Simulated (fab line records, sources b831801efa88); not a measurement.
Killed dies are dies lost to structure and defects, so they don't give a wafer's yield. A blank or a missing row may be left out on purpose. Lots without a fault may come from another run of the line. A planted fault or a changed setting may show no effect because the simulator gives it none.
Chamber matching | flow gf180mcu | GF_V1_CMP_26 on cmp-02: 4 sister chambers
The step polishes, stops on SiO2, t overpolish 15 s, target thk 0 nm. 4 wafers are shown with their chamber, then 12 later ones without.

WAFERS WITH THEIR CHAMBER
wafer  | chamber | motor_current_A (A)
L088.3 | 0       | 11.0
L090.2 | 3       | 12.0
L090.5 | 1       | 13.0
L090.6 | 2       | 11.1

WAFERS WITHOUT THEIR CHAMBER
wafer  | motor_current_A (A)
L092.1 | 11.3
L092.3 | 11.3
L092.6 | 10.4
L095.2 | 10.4
L095.3 | 11.1
L095.4 | 11.3
L096.2 | 11.8
L096.4 | 11.1
L096.6 | 11.0
L097.2 | 10.9
L097.5 | 11.0
L097.6 | 11.4

WHICH CHAMBER EACH WENT THROUGH
wafer  | from the rows above          | in truth
L092.1 | can't be placed: 2 or 0 or 3 | 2
L092.3 | can't be placed: 2 or 0 or 3 | 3
L092.6 | can't be placed: 0 or 2      | 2
L095.2 | can't be placed: 0 or 2      | 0
L095.3 | can't be placed: 2 or 0      | 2
L095.4 | can't be placed: 2 or 0 or 3 | 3
L096.2 | can't be placed: 3 or 2      | 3
L096.4 | can't be placed: 2 or 0      | 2
L096.6 | can't be placed: 0 or 2      | 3
L097.2 | can't be placed: 0 or 2      | 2
L097.5 | can't be placed: 0 or 2      | 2
L097.6 | can't be placed: 2 or 0 or 3 | 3
Placed correctly: 0 of 12. Can't be placed from these rows: 12 (the true chamber is among the candidates in 11). Placed wrongly: 0.
How it was worked out, from the rows above alone: a wafer's distance from a chamber is the root of the sum, over the readings, of the square of ((its reading less the chamber's mean) divided by the reading's scatter). The wafer belongs to the nearest chamber; if the next one is less than 2 further off, it can't be placed. A chamber's mean is the mean of its shown wafers. The scatter: with one shown wafer a chamber, the root of the mean of the squares of how far each hidden wafer lies from its nearest shown one.
